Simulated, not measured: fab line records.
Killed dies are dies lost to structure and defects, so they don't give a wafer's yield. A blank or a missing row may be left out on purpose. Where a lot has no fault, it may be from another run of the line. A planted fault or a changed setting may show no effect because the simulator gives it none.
fab line records -- flow sky130
[record] lots = 6, wafers = 18, lastDay = 50
route steps=708 shown LDD_N@240 PAD_OPEN@708
lots that met no fault: from a run of the same line without faults
startH: the number of hours between the record's first day and the start of the first shown wafer of the lot -- waitH: how many hours have passed since the lot's step before this one -- " same as the row above -- L1.1+2: a row that stands for several wafers -- - no value present, or no start provided -- * or withheld: withheld -- < > ~ a bound
route shown NAME@n: NAME is a module with steps in the file, n the number in the route of the first one -- usual: the fault-free wafers' mean and standard deviation -- same: alike in all rows -- chamber/n: place in a boat -- sites: the reading at each site -- _std_site: their standard deviation -- _edge_site: the outer-site mean with the inner-site mean subtracted -- radiusMm: how far each site lies from the wafer's centre -- mask NAME#n: copy n -- behind: the most recent tool/chamber to have shaped the wafer -- hold: what put the lot on hold/how long, in hours/how the hold closed -- device: whichever transistor did not switch (one of n, p or np) -- end of line: at the end of the route, the tests of the same wafers -- for a step that has no rows: nothing shown but its recipe -- killed: at the first sort, the dies lost to defects and structure; wafer yield is something else -- map: a wafer's dies, x killed, . not, _ none there
set.NAME: the setting as run; set.NAME@STEP: as run at that earlier step -- model.NAME: the simulator's own value behind a step, which no gauge read
certain route steps with their lots: each step a table, each wafer a row
services: a tool's chamber out of use, with start hour (startH, from the record's first day; less than 0 if before it), hours out, and reason
[[steps]]
[step SKY_LDD_N_SOFTBAKE_03]
[recipe] tempC = 90, timeS = 60, resist = NOVOLAK
[step SKY_LDD_N_EXPOSE_04]
[recipe] maskId = NTM, targetCdNm = 840, na = 0.6, sourceShape = conventional, sigmaOuter = 0.6, doseMj = 110
[step SKY_LDD_N_PEB_05]
[recipe] tempC = withheld, timeS = *, resist = NOVOLAK
[step SKY_LDD_N_DEVELOP_06]
[recipe] developTimeS = 60, devTempC = 23
[step SKY_LDD_N_OVL_MEAS_07]
[usual] LDD_N_OVL = 0.9/1.2
lot.wafer,tool,chamber,startH,waitH,LDD_N_OVL[nm]
L670.1,overlay-02,-,393.17,0.1,0.8
L670.4,overlay-02,-,393.17,0.1,1.9
L670.6,overlay-02,-,393.17,0.1,0.9
L679.1,overlay-01,-,488.55,0.1,1.8
L679.2,overlay-01,-,488.55,0.1,0.9
L679.3,overlay-01,-,488.55,0.1,1.1
L681.1,overlay-02,-,511.31,0.1,0.3
L681.4,overlay-02,-,511.31,0.1,1.3
L681.6,overlay-02,-,511.31,0.1,1.3
L688.1,overlay-01,-,549.50,0.1,0.5
L688.3,overlay-01,-,549.50,0.1,0.0
L688.4,overlay-01,-,549.50,0.1,0.5
L691.1,overlay-02,-,582.36,0.1,4.5
L691.3,overlay-02,-,582.36,0.1,1.2
L691.5,overlay-02,-,582.36,0.1,3.2
L693.2,overlay-01,-,585.22,0.1,1.4
L693.4,overlay-01,-,585.22,0.1,-0.7
L693.6,overlay-01,-,585.22,0.1,0.6
[step SKY_LDD_N_IMPLANT_08]
[recipe] species = As, energyKev = 20, doseCm2 = 7.5e+13, tiltDeg = withheld, rotationDeg = 23
[step SKY_LDD_N_IMPLANT_09]
[recipe] species = As, energyKev = 20, doseCm2 = 7.5e+13, tiltDeg = withheld, rotationDeg = 113
[step SKY_LDD_N_IMPLANT_10]
[recipe] species = As, energyKev = 20, doseCm2 = 7.5e+13, tiltDeg = withheld, rotationDeg = 203
[step SKY_LDD_N_IMPLANT_11]
[recipe] species = As, energyKev = 20, doseCm2 = 7.5e+13, tiltDeg = withheld, rotationDeg = 293
[step SKY_LDD_N_IMPLANT_12]
[recipe] species = BF2, energyKev = 50, doseCm2 = 5e+12, tiltDeg = 30, rotationDeg = 0
[step SKY_LDD_N_IMPLANT_13]
[recipe] species = BF2, energyKev = 50, doseCm2 = 5e+12, tiltDeg = 30, rotationDeg = 90
[step SKY_LDD_N_IMPLANT_14]
[recipe] species = BF2, energyKev = 50, doseCm2 = 5e+12, tiltDeg = 30, rotationDeg = 180
[step SKY_LDD_N_IMPLANT_15]
[recipe] species = BF2, energyKev = 50, doseCm2 = 5e+12, tiltDeg = 30, rotationDeg = 270
[usual] doseIonsCm2 = 5e+12/6.3e+09, faradayCurrentUA = 28.1/0.5, rotationDeg = 270.01/0.045
lot.wafer,tool,chamber,startH,waitH,doseIonsCm2,faradayCurrentUA,rotationDeg
L670.1,implanter-03,0,394.26,0.1,5.002e+12,28.0,269.93
L670.4,implanter-03,0,394.26,0.1,5.002e+12,28.0,270.04
L670.6,implanter-03,0,394.26,0.1,5.002e+12,28.1,269.97
L679.1,implanter-03,0,489.64,0.1,2.298e+12,12.8,269.97
L679.2,implanter-03,0,489.64,0.1,2.284e+12,13.3,270.10
L679.3,implanter-03,0,489.64,0.1,2.287e+12,13.2,270.06
L681.1,implanter-03,0,512.40,0.1,2.294e+12,12.7,270.00
L681.4,implanter-03,0,512.40,0.1,2.303e+12,13.1,270.05
L681.6,implanter-03,0,512.40,0.1,2.296e+12,13.1,269.98
L688.1,implanter-02,0,550.59,0.1,5.002e+12,28.2,270.00
L688.3,implanter-02,0,550.59,0.1,5.005e+12,28.4,269.95
L688.4,implanter-02,0,550.59,0.1,5.001e+12,28.0,270.00
L691.1,implanter-02,0,583.45,0.1,5.015e+12,27.6,269.97
L691.3,implanter-02,0,583.45,0.1,5.004e+12,28.3,270.02
L691.5,implanter-02,0,583.45,0.1,5.004e+12,28.0,269.95
L693.2,implanter-03,0,586.32,0.1,4.991e+12,28.2,269.97
L693.4,implanter-03,0,586.32,0.1,4.992e+12,28.2,269.90
L693.6,implanter-03,0,586.32,0.1,4.999e+12,28.4,270.04
[step SKY_LDD_N_STRIP_16]
[recipe] chemistry = O2/N2, powerW = 1400, pressureMtorr = 1500, platenTempC = withheld, o2FlowSccm = 3000, n2FlowSccm = 300, overashFraction = 0.5
[usual] drypumpMotorCurrentA = 5.8/0.55, oesProductAu = 0.406/0.0046, stripTimeToEndpointS = 4.315/0.013
lot.wafer,tool,chamber,startH,waitH,drypumpMotorCurrentA,oesProductAu,rfHoursCounterH,stripTimeToEndpointS
L670.1,plasmaAsher-03,0,394.41,0.1,6.1,0.402,69,4.327
L670.4,plasmaAsher-03,1,394.41,0.1,5.8,0.407,-,4.318
L670.6,plasmaAsher-03,1,394.41,0.1,5.7,0.407,-,4.314
L679.1,plasmaAsher-01,1,489.79,0.1,5.4,0.403,40,4.299
L679.2,plasmaAsher-01,0,489.79,0.1,6.0,0.407,40,4.314
L679.3,plasmaAsher-01,0,489.79,0.1,6.0,0.399,-,4.309
L681.1,plasmaAsher-01,1,512.55,0.1,5.3,0.414,41,4.289
L681.4,plasmaAsher-01,0,512.55,0.1,6.0,0.405,-,4.297
L681.6,plasmaAsher-01,0,512.55,0.1,6.0,0.406,-,4.276
L688.1,plasmaAsher-01,0,550.74,0.1,5.9,0.407,46,4.290
L688.3,plasmaAsher-01,1,550.74,0.1,5.3,0.411,-,4.325
L688.4,plasmaAsher-01,0,550.74,0.1,6.0,0.410,-,4.315
L691.1,plasmaAsher-01,0,583.60,0.1,6.0,0.412,50,4.286
L691.3,plasmaAsher-01,0,583.60,0.1,6.0,0.406,-,4.320
L691.5,plasmaAsher-01,0,583.60,0.1,6.0,0.409,-,4.325
L693.2,plasmaAsher-04,0,586.45,0.1,6.7,0.411,72,4.316
L693.4,plasmaAsher-04,0,586.45,0.1,6.7,0.405,-,4.334
L693.6,plasmaAsher-04,1,586.45,0.1,5.0,0.406,-,4.301
[step SKY_PAD_OPEN_PROBE_99]
[usual] killed_at_M0_to_M3 = 42/6.1, killed_at_M4_up = 3.3/1.7, killedAtContacts = 25/5.4, killedAtFrontEnd = 16/4.6, killedAtOther = 0.4/0.55, killedDies = 87/8.8, killedOpen = 47/7.1, killedShort = 40/5.8
[same] grossDies = 492, killedAtBackSide = 0
lot.wafer,tool,chamber,startH,waitH,killed_at_M0_to_M3,killed_at_M4_up,killedAtContacts,killedAtFrontEnd,killedAtOther,killedDies,killedOpen,killedShort,model.etest.tipN.rsOhmSq,model.etest.nfet_01v8_turned.offLog10AUm,model.etest.nfet_01v8_turned.vtSatV,model.etest.nfet_01v8_lvt.vtSatV,model.etest.nfet_01v8_turned.vtV,model.etest.nfet_01v8_swapped.vtSatV,model.etest.nfet_01v8.vtSatV,model.etest.nfet_01v8_lvt.vtV
L670.4,prober-02,-,1067.39,0.2,41,4,20,18,0,83,46,37,437.6,-13.4,0.6499,0.5371,0.7004,0.6488,0.6513,0.6084
L670.6,prober-02,-,1067.49,0.2,54,0,25,6,1,86,51,35,440.6,-13.36,0.652,0.5395,0.7001,0.6497,0.6515,0.6114
L679.1,prober-02,-,1129.87,0.1,52,0,33,12,0,97,58,39,437.2,-13.22,0.6267,0.5285,0.6927,0.6494,0.6437,0.6035
L679.2,prober-02,-,1129.92,0.1,46,5,22,21,0,94,49,45,437,-13.24,0.614,0.5202,0.6884,0.6397,0.64,0.6016
L679.3,prober-02,-,1129.97,0.2,35,4,24,16,0,79,42,37,432.7,-13.17,0.6074,0.5054,0.6855,0.6315,0.6233,0.6048
L681.1,prober-02,-,1138.55,0.1,45,4,35,19,1,104,58,45,429.9,-13.3,0.6203,0.5215,0.6918,0.642,0.6409,0.6028
L681.4,prober-02,-,1138.70,0.2,52,0,34,9,0,95,55,40,430.7,-13.24,0.607,0.5201,0.682,0.6359,0.6329,0.604
L681.6,prober-02,-,1138.80,0.2,50,5,20,17,0,92,50,42,436.1,-13.29,0.6129,0.5209,0.6835,0.6367,0.6387,0.5979
L688.1,prober-02,-,1162.00,0.1,47,4,26,27,0,104,56,47,439.2,-13.27,0.6299,0.5087,0.6917,0.6304,0.6313,0.6059
L688.3,prober-02,-,1162.10,0.2,43,2,26,17,0,88,36,51,439,-13.32,0.6471,0.5254,0.6983,0.6486,0.6415,0.6119
L688.4,prober-02,-,1162.15,0.2,38,2,27,19,1,87,49,37,441.5,-13.35,0.6516,0.5305,0.706,0.6513,0.6447,0.6148
L691.1,prober-01,-,1188.45,0.1,45,4,28,19,0,96,53,43,447.1,-13.45,0.6686,0.564,0.7138,0.674,0.6657,0.6337
L691.3,prober-01,-,1188.55,0.2,40,2,29,13,0,84,48,36,446.2,-13.48,0.6585,0.5482,0.7091,0.6644,0.6594,0.6258
L691.5,prober-01,-,1188.65,0.2,38,6,26,9,1,80,40,40,445.6,-13.36,0.6629,0.5474,0.7126,0.6637,0.6606,0.6225
L693.2,prober-01,-,1191.50,0.1,47,4,24,12,1,88,54,33,445.2,-13.38,0.6537,0.5379,0.7084,0.6567,0.6505,0.6179
L693.4,prober-01,-,1191.60,0.2,39,1,18,15,0,73,45,27,445.2,-13.42,0.6456,0.5262,0.7,0.6381,0.6427,0.6055
L693.6,prober-01,-,1191.70,0.2,41,4,16,21,0,82,47,35,447,-13.52,0.6521,0.5372,0.7036,0.6523,0.6514,0.6089
// killed by level:class
L670.4 VIA1:geometricParticle:open=10 VIA1:geometricParticle:short=9 VIA3:geometricParticle:open=7 LI_CONTACT:geometricParticle:open=6 SPACER:geometricParticle:open=6 LOCAL_INTERCONNECT:geometricParticle:short=5 METAL1:geometricParticle:short=5 CONTACT:geometricParticle:open=5
L670.6 VIA1:geometricParticle:open=18 LI_CONTACT:geometricParticle:open=8 CONTACT:geometricParticle:open=8 METAL3:geometricParticle:short=6 VIA3:geometricParticle:open=6 VIA1:geometricParticle:short=5 VIA2:geometricParticle:open=5 VIA2:geometricParticle:short=4
L679.1 VIA1:geometricParticle:open=15 CONTACT:geometricParticle:open=14 LI_CONTACT:geometricParticle:open=8 VIA2:geometricParticle:open=7 CONTACT:geometricParticle:short=6 METAL2:geometricParticle:short=6 VIA1:geometricParticle:short=6 FIELD_ISO:geometricParticle:short=5
L679.2 VIA1:geometricParticle:open=15 CONTACT:geometricParticle:open=10 FIELD_ISO:geometricParticle:open=8 FIELD_ISO:geometricParticle:short=6 METAL3:geometricParticle:short=6 CONTACT:geometricParticle:short=5 METAL1:geometricParticle:short=5 METAL4:geometricParticle:short=5
L679.3 CONTACT:geometricParticle:open=12 VIA1:geometricParticle:open=7 LI_CONTACT:geometricParticle:open=6 METAL1:geometricParticle:short=6 CONTACT:geometricParticle:short=5 FIELD_ISO:geometricParticle:short=4 VIA1:geometricParticle:short=4 METAL2:geometricParticle:short=4
L681.1 VIA1:geometricParticle:open=13 CONTACT:geometricParticle:short=10 LI_CONTACT:geometricParticle:open=10 CONTACT:geometricParticle:open=9 VIA3:geometricParticle:open=6 FIELD_ISO:geometricParticle:open=5 POLY_GATE:geometricParticle:open=5 VIA2:geometricParticle:open=5
L681.4 CONTACT:geometricParticle:open=15 VIA1:geometricParticle:short=9 VIA2:geometricParticle:open=8 LI_CONTACT:geometricParticle:open=7 VIA1:geometricParticle:open=7 METAL1:geometricParticle:short=6 VIA3:geometricParticle:open=6 LOCAL_INTERCONNECT:geometricParticle:short=5
L681.6 VIA1:geometricParticle:open=10 CONTACT:geometricParticle:open=9 METAL1:geometricParticle:short=8 METAL2:geometricParticle:short=8 VIA2:geometricParticle:open=7 FIELD_ISO:geometricParticle:open=6 LI_CONTACT:geometricParticle:open=5 METAL4:geometricParticle:short=5
L688.1 CONTACT:geometricParticle:open=12 VIA1:geometricParticle:open=11 LI_CONTACT:geometricParticle:open=10 FIELD_ISO:geometricParticle:short=7 METAL1:geometricParticle:short=7 METAL2:geometricParticle:short=6 FIELD_ISO:geometricParticle:open=5 VIA2:geometricParticle:short=5
L688.3 METAL1:geometricParticle:short=11 CONTACT:geometricParticle:short=9 VIA1:geometricParticle:open=9 VIA1:geometricParticle:short=8 CONTACT:geometricParticle:open=7 LI_CONTACT:geometricParticle:short=5 METAL2:geometricParticle:short=5 FIELD_ISO:geometricParticle:short=4
L688.4 CONTACT:geometricParticle:open=10 VIA1:geometricParticle:open=10 POLY_GATE:geometricParticle:short=7 LI_CONTACT:geometricParticle:open=7 VIA3:geometricParticle:open=6 VIA2:geometricParticle:open=5 POLY_GATE:geometricParticle:open=4 LOCAL_INTERCONNECT:geometricParticle:short=4
L691.1 CONTACT:geometricParticle:open=9 VIA3:geometricParticle:open=9 VIA1:geometricParticle:open=8 LOCAL_INTERCONNECT:geometricParticle:short=7 METAL1:geometricParticle:short=6 POLY_GATE:geometricParticle:open=6 VIA2:geometricParticle:open=6 LI_CONTACT:geometricParticle:open=5
L691.3 CONTACT:geometricParticle:open=13 VIA1:geometricParticle:open=11 LI_CONTACT:geometricParticle:open=6 VIA3:geometricParticle:open=6 CONTACT:geometricParticle:short=5 METAL1:geometricParticle:short=5 VIA2:geometricParticle:open=4 LOCAL_INTERCONNECT:geometricParticle:short=3
L691.5 VIA1:geometricParticle:open=9 CONTACT:geometricParticle:open=8 VIA1:geometricParticle:short=8 VIA2:geometricParticle:open=8 LI_CONTACT:geometricParticle:open=5 CONTACT:geometricParticle:short=5 METAL4:geometricParticle:short=5 LOCAL_INTERCONNECT:geometricParticle:short=4
L693.2 CONTACT:geometricParticle:open=14 VIA3:geometricParticle:open=11 VIA1:geometricParticle:open=11 VIA3:geometricParticle:short=6 LI_CONTACT:geometricParticle:open=5 VIA2:geometricParticle:open=5 METAL2:geometricParticle:short=5 LI_CONTACT:geometricParticle:short=4
L693.4 LI_CONTACT:geometricParticle:open=10 VIA2:geometricParticle:open=8 VIA3:geometricParticle:open=8 FIELD_ISO:geometricParticle:open=5 CONTACT:geometricParticle:open=5 VIA1:geometricParticle:open=4 METAL2:geometricParticle:short=4 FIELD_ISO:geometricParticle:short=3
L693.6 VIA1:geometricParticle:open=9 FIELD_ISO:geometricParticle:open=7 VIA3:geometricParticle:open=7 VIA2:geometricParticle:open=6 CONTACT:geometricParticle:short=5 LI_CONTACT:geometricParticle:open=5 VIA3:geometricParticle:short=5 METAL1:geometricParticle:short=4
[[services]]
tool,chamber,startH,hours,kind
plasmaAsher-04,-,384.89,2.8,pm
plasmaAsher-03,-,387.40,5.2,repair
plasmaAsher-04,-,399.54,3.2,repair
implanter-03,-,415.10,22.9,pm
plasmaAsher-04,-,418.83,3.3,repair
implanter-03,-,442.39,1.7,repair
plasmaAsher-03,-,464.08,0.7,repair
plasmaAsher-04,-,467.01,15.6,pm
implanter-03,-,479.51,2.2,repair
plasmaAsher-01,-,486.39,2.0,repair
plasmaAsher-04,-,552.31,5.8,repair
[[key]]
[firstSign] step = SKY_LDD_N_IMPLANT_15, reading = doseIonsCm2, direction = down, sigmas = 99+, usual = *, struck = *
[effect] step = SKY_LDD_N_IMPLANT_15, reading = faradayCurrentUA, direction = down, sigmas = 30, usual = 28.1, struck = 13.1
[modelEffect] step = SKY_PAD_OPEN_PROBE_99, value = etest.tipN.rsOhmSq, without = 439.6, struck = 434
metAt SKY_LDD_N_IMPLANT_15
struckWafers L679.1,L679.2,L679.3,L681.1,L681.4,L681.6
testerLeftOut L679,L681
onsetBetween 394.26 489.64
[fault] kind = processParameterDrift, tool = implanter-03, chamber = -, onsetH = 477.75, steps = SKY_LDD_N_IMPLANT_15, channel = doseCm2, offset = *, shape = step, endH = 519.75, actsIn = *, stated = *
// testerLeftOut: of these lots the tester's yield and bins aren't shown, on N5 and GAA mostly nor the transistor test; their killed dies are dies lost to structure and defects alone, not to doping, threshold or leakage, so they don't give the yield
